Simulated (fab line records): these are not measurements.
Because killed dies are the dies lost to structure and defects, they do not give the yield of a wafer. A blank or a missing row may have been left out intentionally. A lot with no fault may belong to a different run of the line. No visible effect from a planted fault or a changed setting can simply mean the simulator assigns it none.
fab line records	flow sky130
record: lots: 5	wafers: 15	last-day: 49
route steps=708 shown VIA1@461 METAL2@483 PAD_OPEN@708
lots that met no fault: taken from a fault-free run of the same line
start-h: start of the lot's first displayed wafer, in hours after the record's first day	wait-h: time in hours since the lot's previous step	" repeats the value in the row above	L1.1+2: a row that stands for several wafers	- either no value or no given start	* or withheld: withheld	< > ~ a bound
route shown NAME@n: NAME is a module with steps in the file, n the number in the route of the first one	usual: mean/standard deviation taken from wafers without a fault	same: alike in all rows	chamber/n: place in a boat	sites: per-site readings	_std_site: the standard deviation of these	_edge_site: inner sites' mean taken away from outer sites' mean	radius-mm: for every site, how far away it sits from the centre of the wafer	mask NAME#n: copy n	behind: tool/chamber where the wafer was last shaped	hold: cause of the lot's hold/its duration in hours/its outcome	device: the transistor (n, p or np) that didn't switch	end of line: the tests these same wafers got at the end of their route	a step without rows: its recipe alone	killed: the dies lost at the first sort to structure and to defects; this is not the yield of the wafer	map: shows each die of a wafer: x if killed, . if not, _ if none is there
set.NAME: the setting the step ran with; set.NAME@STEP: the setting that earlier step ran with	model.NAME: the simulator's own value behind a step, which no gauge read
lots seen at some steps along the route; tables by step, rows by wafer
services: when a tool's chamber went out of use (start-h, in hours from the record's first day, below 0 if earlier), for how many hours, and the reason
== steps ==
step: SKY_VIA1_BOW_MEAS_03
recipe: mode: bow
usual: VIA1_BOW: 80/7.5
lot.wafer	tool	chamber	start-h	wait-h	VIA1_BOW[um]
L760.2	film-metro-02	-	806.71	0.3	91
L760.3	"	-	"	"	77
L760.5	"	-	"	"	85
L768.2	film-metro-02	-	852.58	0.2	92
L768.4	"	-	"	"	62
L768.6	"	-	"	"	89
L776.3	film-metro-01	-	905.46	0.2	89
L776.5	"	-	"	"	85
L776.6	"	-	"	"	83
L777.2	film-metro-03	-	913.66	0.3	68
L777.4	"	-	"	"	78
L777.5	"	-	"	"	70
L778.3	film-metro-01	-	914.60	0.3	75
L778.4	"	-	"	"	83
L778.6	"	-	"	"	81
step: SKY_VIA1_DEHYDRATE_04
recipe: temp-c: 200	time-s: 60
step: SKY_VIA1_HMDS_05
recipe: prime-time-s: 60	prime-temp-c: 120
step: SKY_VIA1_COAT_06
recipe: resist: BARC	temp-c: withheld	time-s: withheld	spin-rpm: 3000	resist-thk-nm: 60
step: SKY_VIA1_COAT_07
recipe: resist: KrF-thick	spin-rpm: 3000	resist-thk-nm: 450
step: SKY_VIA1_SOFTBAKE_08
recipe: temp-c: 100	time-s: 90	resist: KrF-thick
step: SKY_VIA1_EXPOSE_09
recipe: mask-id: VIM	na: 0.8	source-shape: annular	sigma-inner: 0.55	sigma-outer: 0.85	target-cd-nm: 150	dose-mj: 38
step: SKY_VIA1_PEB_10
recipe: peb-temp-c: withheld	peb-time-s: withheld	resist: KrF-thick
step: SKY_VIA1_DEVELOP_11
recipe: develop-time-s: 60	resist: KrF-thick	dev-temp-c: 21
step: SKY_VIA1_CD_MEAS_12
recipe: target-cd-nm: 150
usual: cd-nm: 150.4/1.2
lot.wafer	tool	chamber	start-h	wait-h	cd-nm
L760.2	cd-sem-02	-	833.18	-	151.6
L760.3	"	-	"	"	149.9
L760.5	"	-	"	"	150.8
L768.2	cd-sem-02	-	878.45	-	151.1
L768.4	"	-	"	"	151.7
L768.6	"	-	"	"	149.5
L776.3	cd-sem-01	-	930.20	-	152.0
L776.5	"	-	"	"	150.7
L776.6	"	-	"	"	153.2
L777.2	cd-sem-02	-	938.63	-	149.6
L777.4	"	-	"	"	148.9
L777.5	"	-	"	"	149.4
L778.3	cd-sem-02	-	939.51	-	150.4
L778.4	"	-	"	"	151.6
L778.6	"	-	"	"	151.6
step: SKY_VIA1_OVL_MEAS_13
usual: VIA1_OVL: 2/5.8
lot.wafer	tool	chamber	start-h	wait-h	VIA1_OVL[nm]
L760.2	overlay-02	-	833.28	0.1	2
L760.3	"	-	"	"	11
L760.5	"	-	"	"	7
L768.2	overlay-01	-	878.56	0.1	8
L768.4	"	-	"	"	6
L768.6	"	-	"	"	5
L776.3	overlay-01	-	930.29	0.1	2
L776.5	"	-	"	"	-1
L776.6	"	-	"	"	-1
L777.2	overlay-01	-	938.73	0.1	1
L777.4	"	-	"	"	-2
L777.5	"	-	"	"	4
L778.3	overlay-01	-	939.60	0.1	3
L778.4	"	-	"	"	6
L778.6	"	-	"	"	-1
step: SKY_VIA1_ETCH_14
recipe: chemistry: N2/H2	target: BARC	ion-energy-ev: 200	source-w: 500	bias-w: 100	pressure-mtorr: 30	n2-flow-sccm: 100	h2-flow-sccm: 200	stop-on: SiO2	time-s: 45.9	target-depth-a: 600
usual: bias-w: 100.0/0.33	chamber-pressure-mTorr: 30.00/0.039	drypump-motor-current-A: 5.7/0.37	oes-product-au: 0.855/0.005	throttle-valve-pct: 13.225/0.0082
lot.wafer	tool	chamber	start-h	wait-h	bias-w	chamber-pressure-mTorr	drypump-motor-current-A	oes-product-au	rf-hours-counter-h	throttle-valve-pct
L760.2	rie-diel-02	2	833.31	0.0	100.4	30.01	5.2	0.853	16	13.206
L760.3	"	1	"	"	100.3	29.96	6.5	0.859	11	13.228
L760.5	"	0	"	"	100.2	30.06	5.4	0.850	-	13.236
L768.2	rie-diel-01	3	878.59	0.0	100.0	30.07	5.7	0.852	13	13.220
L768.4	"	0	"	"	100.1	30.00	5.4	0.850	-	13.211
L768.6	"	3	"	"	99.9	29.99	5.7	0.866	-	13.227
L776.3	rie-diel-01	2	930.31	0.0	100.1	30.02	6.0	0.858	13	13.218
L776.5	"	1	"	"	99.7	30.02	6.2	0.858	-	13.229
L776.6	"	0	"	"	100.2	29.97	5.4	0.854	-	13.207
L777.2	rie-diel-03	0	938.76	0.0	99.7	29.99	6.0	0.861	2	13.230
L777.4	"	1	"	"	100.2	30.01	5.5	0.854	14	13.216
L777.5	"	0	"	"	99.8	29.96	6.0	0.858	-	13.217
L778.3	rie-diel-02	0	939.63	0.0	100.2	30.01	5.4	0.855	5	13.225
L778.4	"	1	"	"	100.0	29.95	6.4	0.855	14	13.214
L778.6	"	0	"	"	99.5	29.99	5.4	0.859	-	13.213
step: SKY_VIA1_ETCH_15
recipe: target: SiO2	chemistry: C4F8/O2/Ar	target-depth-nm: 351	stop-on: TiN	mask-material: KrF-thick	source-w: 1500	bias-w: 1200	pressure-mtorr: 40	c4f8-flow-sccm: withheld	O2_flow_sccm: 6	Ar_flow_sccm: 300	time-s: 54
usual: bias-w: 1200/3.3	chamber-pressure-mTorr: 40.00/0.057	oes-product-au: 0.982/0.006
lot.wafer	tool	chamber	start-h	wait-h	bias-w	chamber-pressure-mTorr	oes-product-au	rf-hours-counter-h	model.VIA1.feature-depth-nm	model.etch.depth-nm	model.KrF-thick_of_VIA1_COAT_07.thk-nm
L760.2	rie-diel-02	2	833.35	0.0	1206	40.03	0.982	16	343.7	343.7	323.6
L760.3	"	1	"	"	1202	40.06	0.978	11	343.8	343.8	325
L760.5	"	0	"	"	1197	39.98	0.989	-	344.3	344.3	320.4
L768.2	rie-diel-01	3	878.63	0.0	1199	39.98	0.980	13	345	345	323
L768.4	"	0	"	"	1200	39.97	0.985	-	344.9	344.9	322.1
L768.6	"	3	"	"	1199	40.00	0.983	-	345.6	345.6	322.5
L776.3	rie-diel-01	2	930.35	0.0	1200	39.97	0.758	13	212	212	353.3
L776.5	"	1	"	"	1208	40.03	0.986	-	344.5	344.5	324.4
L776.6	"	0	"	"	1200	39.97	0.751	-	213.3	213.3	354.4
L777.2	rie-diel-03	0	938.81	0.0	1204	40.02	0.986	2	346.2	346.2	324.2
L777.4	"	1	"	"	1200	40.04	0.983	14	345.5	345.5	321.1
L777.5	"	0	"	"	1199	39.93	0.984	-	343.6	343.6	325.2
L778.3	rie-diel-02	0	939.67	0.0	1201	39.96	0.993	5	345.4	345.4	323.1
L778.4	"	1	"	"	1202	39.95	0.976	14	345.3	345.3	324.1
L778.6	"	0	"	"	1204	39.94	0.988	-	344.4	344.4	321.5
step: SKY_VIA1_STRIP_16
recipe: chemistry: O2/N2	power-w: 1400	pressure-mtorr: 1500	platen-temp-c: withheld	o2-flow-sccm: 3000	n2-flow-sccm: 300	overash-fraction: 0.5
usual: chamber-pressure-mTorr: 1500.0/1.2	drypump-motor-current-A: 5.9/0.51	oes-product-au: 0.416/0.0045	strip-time-to-endpoint-s: 4.461/0.023
lot.wafer	tool	chamber	start-h	wait-h	chamber-pressure-mTorr	drypump-motor-current-A	oes-product-au	rf-hours-counter-h	strip-time-to-endpoint-s
L760.2	plasma-asher-04	0	833.40	0.0	1500.5	5.0	0.414	101	4.474
L760.3	"	0	"	"	1500.3	5.0	0.421	-	4.486
L760.5	"	1	"	"	1499.4	5.9	0.420	-	4.432
L768.2	plasma-asher-04	0	878.68	0.0	1498.6	5.0	0.420	106	4.465
L768.4	"	1	"	"	1501.4	5.9	0.416	-	4.457
L768.6	"	1	"	"	1502.2	5.9	0.409	-	4.462
L776.3	plasma-asher-04	1	930.43	0.1	1499.8	5.9	0.424	-	4.785
L776.5	"	0	"	"	1499.0	5.0	0.420	-	4.484
L776.6	"	1	"	"	1500.1	5.9	0.437	-	4.789
L777.2	plasma-asher-02	1	938.85	0.0	1499.2	5.7	0.421	80	4.470
L777.4	"	0	"	"	1500.9	6.7	0.406	-	4.443
L777.5	"	1	"	"	1501.2	5.7	0.416	-	4.496
L778.3	plasma-asher-04	1	939.75	0.1	1502.3	5.9	0.411	-	4.455
L778.4	"	0	"	"	1499.4	5.0	0.412	-	4.465
L778.6	"	1	"	"	1500.2	5.9	0.408	-	4.437
step: SKY_VIA1_STRIP_17
recipe: chemistry: post-etch-residue-remover	time-s: 1200	temp-c: 72.5
step: SKY_VIA1_CLEAN_18
recipe: chemistry: IPA	time-s: 180	temp-c: 25
step: SKY_VIA1_CLEAN_19
recipe: chemistry: O3/DIW	dry: n2-spin
step: SKY_VIA1_SPUTTER_20
recipe: material: TiN	target-thk-nm: 20	chamber-pressure-pa: 5	power-w: 4000	time-s: 80
usual: chamber-pressure-pa: 5.001/0.01	throttle-valve-pct: 29.7/1.1
lot.wafer	tool	chamber	start-h	wait-h	chamber-pressure-pa	throttle-valve-pct
L760.2	pvd-sputter-01	-	834.00	0.0	5.014	29.3
L760.3	"	-	"	"	4.995	30.4
L760.5	"	-	"	"	5.000	30.1
L768.2	pvd-sputter-04	-	879.37	0.0	4.991	29.4
L768.4	"	-	"	"	5.002	29.0
L768.6	"	-	"	"	5.005	29.2
L776.3	pvd-sputter-04	-	931.34	0.0	5.008	30.3
L776.5	"	-	"	"	4.983	30.4
L776.6	"	-	"	"	4.996	29.4
L777.2	pvd-sputter-01	-	939.52	0.0	5.001	32.2
L777.4	"	-	"	"	5.006	30.1
L777.5	"	-	"	"	4.988	30.2
L778.3	pvd-sputter-04	-	940.40	0.0	5.005	29.6
L778.4	"	-	"	"	5.007	29.1
L778.6	"	-	"	"	4.996	29.0
step: SKY_VIA1_CVD_21
recipe: material: W	target-thk-nm: 270	time-s: 80.902	temp-c: 400	pressure-torr: 40
usual: chamber-pressure-Torr: 40.02/0.091	heater-power-w: 812/40
lot.wafer	tool	chamber	start-h	wait-h	chamber-pressure-Torr	heater-power-w
L760.2	cvd-w-02	0	834.06	0.0	39.94	842
L760.3	"	1	"	"	40.13	847
L760.5	"	1	"	"	40.05	874
L768.2	cvd-w-02	0	879.43	0.0	39.97	848
L768.4	"	1	"	"	40.00	869
L768.6	"	0	"	"	39.89	869
L776.3	cvd-w-01	1	931.44	0.1	40.23	753
L776.5	"	1	"	"	40.18	777
L776.6	"	0	"	"	39.58	838
L777.2	cvd-w-01	0	939.58	0.0	39.92	818
L777.4	"	0	"	"	39.98	853
L777.5	"	1	"	"	39.91	777
L778.3	cvd-w-01	0	940.49	0.1	40.01	820
L778.4	"	1	"	"	39.82	758
L778.6	"	0	"	"	39.76	861
step: SKY_VIA1_CMP_24
recipe: stop-on: SiO2	t-overpolish-s: 15	down-force-psi: 3.5	platen-rpm: 60	target-thk-nm: 0	pad-velocity-m-s: 0.94248
usual: motor-current-A: 11.0/1.3
lot.wafer	tool	chamber	start-h	wait-h	motor-current-A
L760.3	cmp-02	3	834.38	0.1	11.1
L760.2	"	1	"	"	10.4
L760.5	"	2	"	"	10.0
L768.4	cmp-01	3	879.70	0.0	13.4
L768.2	"	2	"	"	11.3
L768.6	"	3	"	"	12.5
L776.3	cmp-02	0	931.68	0.0	9.6
L776.6	"	0	"	"	10.5
L776.5	"	1	"	"	10.6
L777.2	cmp-01	2	939.90	0.1	11.9
L777.4	"	0	"	"	9.7
L777.5	"	1	"	"	12.1
L778.3	cmp-01	1	940.79	0.1	12.3
L778.4	"	2	"	"	11.6
L778.6	"	0	"	"	9.5
step: SKY_METAL2_SPUTTER_00
recipe: material: Ti	target-thk-nm: 15	power-w: 3000	time-s: 10	chamber-pressure-pa: 0.4
usual: chamber-pressure-pa: 0.4000/0.00082	throttle-valve-pct: 29.9/1
lot.wafer	tool	chamber	start-h	wait-h	chamber-pressure-pa	throttle-valve-pct
L760.2	pvd-sputter-02	-	834.63	0.1	0.4010	27.8
L760.3	"	-	"	"	0.4001	29.3
L760.5	"	-	"	"	0.3995	29.6
L768.2	pvd-sputter-02	-	880.00	0.1	0.4005	27.5
L768.4	"	-	"	"	0.3992	29.0
L768.6	"	-	"	"	0.4008	29.7
L776.5	pvd-sputter-02	-	931.99	0.0	0.3994	30.1
L777.2	pvd-sputter-01	-	940.15	0.2	0.3989	30.1
L777.4	"	-	"	"	0.4003	29.4
L777.5	"	-	"	"	0.3997	30.2
L778.3	pvd-sputter-02	-	941.05	0.2	0.4009	29.9
L778.4	"	-	"	"	0.3999	29.4
L778.6	"	-	"	"	0.4006	27.4
step: SKY_METAL2_SPUTTER_01
recipe: material: TiN	target-thk-nm: 20	power-w: 6500	time-s: 16.7	chamber-pressure-pa: 0.4
usual: chamber-pressure-pa: 0.4000/0.00085	throttle-valve-pct: 29.9/1
lot.wafer	tool	chamber	start-h	wait-h	chamber-pressure-pa	throttle-valve-pct
L760.2	pvd-sputter-02	-	834.66	0.0	0.4008	27.4
L760.3	"	-	"	"	0.4000	29.6
L760.5	"	-	"	"	0.3992	29.3
L768.2	pvd-sputter-02	-	880.02	0.0	0.3988	27.6
L768.4	"	-	"	"	0.3998	29.2
L768.6	"	-	"	"	0.4011	29.5
L776.5	pvd-sputter-02	-	932.01	0.0	0.4014	30.0
L777.2	pvd-sputter-01	-	940.17	0.0	0.3994	29.9
L777.4	"	-	"	"	0.4005	29.7
L777.5	"	-	"	"	0.4008	30.1
L778.3	pvd-sputter-02	-	941.08	0.0	0.4007	30.1
L778.4	"	-	"	"	0.3987	29.3
L778.6	"	-	"	"	0.4014	27.4
step: SKY_METAL2_SPUTTER_02
recipe: material: AlCu	target-thk-nm: 250	power-w: 10600	time-s: 13.3	chamber-pressure-pa: 0.4
usual: chamber-pressure-pa: 0.4000/0.00081	throttle-valve-pct: 29.9/1
lot.wafer	tool	chamber	start-h	wait-h	chamber-pressure-pa	throttle-valve-pct
L760.2	pvd-sputter-02	-	834.68	0.0	0.4011	27.6
L760.3	"	-	"	"	0.3998	29.3
L760.5	"	-	"	"	0.3992	29.2
L768.2	pvd-sputter-02	-	880.05	0.0	0.4015	27.8
L768.4	"	-	"	"	0.4005	29.0
L768.6	"	-	"	"	0.3997	29.6
L776.5	pvd-sputter-02	-	932.04	0.0	0.3983	30.1
L777.2	pvd-sputter-01	-	940.20	0.0	0.3993	29.8
L777.4	"	-	"	"	0.3996	29.4
L777.5	"	-	"	"	0.3986	30.0
L778.3	pvd-sputter-02	-	941.10	0.0	0.4011	30.1
L778.4	"	-	"	"	0.3998	29.6
L778.6	"	-	"	"	0.4004	27.3
step: SKY_PAD_OPEN_PROBE_99
lot.wafer	tool	chamber	start-h	wait-h	model.etest.diode-dnwell-sub.under-floor	model.etest.diode-pdiff-nwell.under-floor	model.etest.res-poly.open	model.etest.sram-nfet-pass.open	model.etest.pfet_01v8_hvt.open	model.etest.cap-li-to-poly.open	model.etest.nfet_01v8_swapped.under-floor	model.etest.res-pdiff.open
L760.2+3+5	prober-01	-	1106.78	0.1	0	0	0	0	0	0	0	0
L768.2+4+6	prober-02	-	1143.18	0.1	0	0	0	0	0	0	0	0
L776.3+6	prober-02	-	1177.85	0.2	1	1	1	1	1	1	1	1
L776.5	prober-02	-	1177.95	0.2	0	0	0	0	0	0	0	0
L777.2+4+5	prober-01	-	1184.02	0.1	0	0	0	0	0	0	0	0
L778.3+4+6	prober-01	-	1187.40	0.2	0	0	0	0	0	0	0	0
killed by level:class
L760.2 VIA3:geometric-particle:open=7 LI_CONTACT:geometric-particle:open=6 CONTACT:geometric-particle:open=6 METAL2:geometric-particle:short=6 POLY_GATE:geometric-particle:open=4 LOCAL_INTERCONNECT:geometric-particle:short=4 VIA1:geometric-particle:open=4 VIA1:geometric-particle:short=4
L760.3 VIA1:geometric-particle:open=12 CONTACT:geometric-particle:open=11 POLY_GATE:geometric-particle:short=7 VIA2:geometric-particle:open=6 POLY_GATE:geometric-particle:open=5 METAL2:geometric-particle:short=5 METAL1:geometric-particle:short=5 VIA3:geometric-particle:open=5
L760.5 VIA1:geometric-particle:open=14 CONTACT:geometric-particle:open=8 FIELD_ISO:geometric-particle:short=7 FIELD_ISO:geometric-particle:open=4 LI_CONTACT:geometric-particle:open=4 VIA3:geometric-particle:open=4 VIA1:geometric-particle:short=3 METAL2:geometric-particle:short=3
L768.2 CONTACT:geometric-particle:open=14 METAL1:geometric-particle:short=10 VIA1:geometric-particle:open=10 VIA2:geometric-particle:open=8 FIELD_ISO:geometric-particle:short=6 LI_CONTACT:geometric-particle:open=5 LOCAL_INTERCONNECT:geometric-particle:short=5 VIA2:geometric-particle:short=5
L768.4 VIA1:geometric-particle:open=16 CONTACT:geometric-particle:open=11 METAL1:geometric-particle:short=6 METAL4:geometric-particle:short=5 POLY_GATE:geometric-particle:short=4 VIA2:geometric-particle:short=4 LI_CONTACT:geometric-particle:open=4 VIA3:geometric-particle:open=4
L768.6 VIA3:geometric-particle:open=10 CONTACT:geometric-particle:open=8 LI_CONTACT:geometric-particle:open=7 METAL1:geometric-particle:short=6 VIA1:geometric-particle:short=6 VIA1:geometric-particle:open=6 LOCAL_INTERCONNECT:geometric-particle:short=4 METAL4:geometric-particle:short=4
L777.2 CONTACT:geometric-particle:open=20 VIA1:geometric-particle:open=11 FIELD_ISO:geometric-particle:open=7 VIA3:geometric-particle:open=6 LI_CONTACT:geometric-particle:open=6 VIA2:geometric-particle:open=6 CONTACT:geometric-particle:short=5 POLY_GATE:geometric-particle:open=4
L777.4 CONTACT:geometric-particle:open=18 VIA1:geometric-particle:open=8 VIA2:geometric-particle:open=8 LI_CONTACT:geometric-particle:open=5 VIA3:geometric-particle:open=5 FIELD_ISO:geometric-particle:short=4 LOCAL_INTERCONNECT:geometric-particle:short=4 CONTACT:geometric-particle:short=4
L777.5 VIA1:geometric-particle:open=10 CONTACT:geometric-particle:open=9 FIELD_ISO:geometric-particle:open=7 LI_CONTACT:geometric-particle:open=6 VIA1:geometric-particle:short=6 VIA3:geometric-particle:open=6 METAL1:geometric-particle:open=5 VIA2:geometric-particle:open=5
L778.3 LI_CONTACT:geometric-particle:open=9 CONTACT:geometric-particle:open=9 VIA1:geometric-particle:open=9 CONTACT:geometric-particle:short=8 VIA3:geometric-particle:open=8 VIA2:geometric-particle:open=7 METAL1:geometric-particle:short=7 METAL2:geometric-particle:short=7
L778.4 VIA1:geometric-particle:open=11 LOCAL_INTERCONNECT:geometric-particle:short=9 METAL2:geometric-particle:short=6 LI_CONTACT:geometric-particle:open=6 CONTACT:geometric-particle:open=6 CONTACT:geometric-particle:short=5 FIELD_ISO:geometric-particle:short=4 METAL1:geometric-particle:short=3
L778.6 LI_CONTACT:geometric-particle:open=9 VIA3:geometric-particle:open=7 CONTACT:geometric-particle:open=7 LOCAL_INTERCONNECT:geometric-particle:short=6 METAL1:geometric-particle:short=6 METAL4:geometric-particle:short=4 VIA1:geometric-particle:open=4 METAL2:geometric-particle:short=4
== services ==
tool	chamber	start-h	hours	kind
cvd-w-02	0	814.37	3.9	repair
plasma-asher-02	-	826.96	14.6	pm
pvd-sputter-02	-	838.35	2.4	repair
cvd-w-01	-	840.43	0.6	repair
rie-diel-03	0	843.80	3.6	repair
cmp-01	-	852.76	5.4	repair
pvd-sputter-02	-	855.48	1.1	repair
rie-diel-01	-	861.14	2.8	pm
pvd-sputter-04	-	862.62	14.0	repair
cvd-w-02	-	874.87	2.8	pm
plasma-asher-04	-	894.24	1.0	repair
cmp-01	-	901.82	6.2	repair
cvd-w-02	-	904.00	14.0	pm
rie-diel-03	3	904.02	5.5	repair
rie-diel-02	2	904.48	11.3	repair
rie-diel-03	1	908.16	16.2	repair
cmp-02	-	909.82	2.7	repair
rie-diel-03	-	911.16	0.6	repair
cmp-02	-	911.93	0.3	repair
cmp-02	-	912.56	4.0	pm
cvd-w-02	-	926.46	14.6	pm
rie-diel-02	-	926.95	0.2	repair
plasma-asher-04	-	935.68	2.0	repair
cvd-w-01	-	941.06	6.9	pm
== key ==
first-sign: step: SKY_VIA1_ETCH_15	reading: oes-product-au	direction: down	sigmas: 38	usual: 0.982	struck: 0.754
effect: step: SKY_VIA1_STRIP_16	reading: strip-time-to-endpoint-s	direction: up	sigmas: 14	usual: *	struck: *
effect: step: SKY_METAL2_SPUTTER_00	reading: visit	direction: missing
effect: step: SKY_METAL2_SPUTTER_01	reading: visit	direction: missing
effect: step: SKY_METAL2_SPUTTER_02	reading: visit	direction: missing
model-effect: step: SKY_VIA1_ETCH_15	value: VIA1.feature-depth-nm	without: 346.3	struck: 212.7
model-effect: step: SKY_PAD_OPEN_PROBE_99	value: etest.diode-dnwell-sub.under-floor	without: 0	struck: 1
met-at SKY_VIA1_ETCH_15
struck-wafers L776.3,L776.6
later-rows-left-out L776.3,L776.6
sort-left-out L776.3,L776.6
onset-between 878.63 930.35
fault: kind: process-parameter-drift	tool: rie-diel-01	chamber: -	onset-h: 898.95	steps: SKY_VIA1_ETCH_15	channel: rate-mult	offset: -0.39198	shape: step	end-h: 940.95	scope: struck-wafers-only
sort-left-out: the simulated sort isn't trusted on such a fault, so these wafers' sort isn't shown, and their yield isn't known
later-rows-left-out: the simulator's readings of these wafers behind a module that went badly wrong aren't trusted and aren't shown, but for the sort
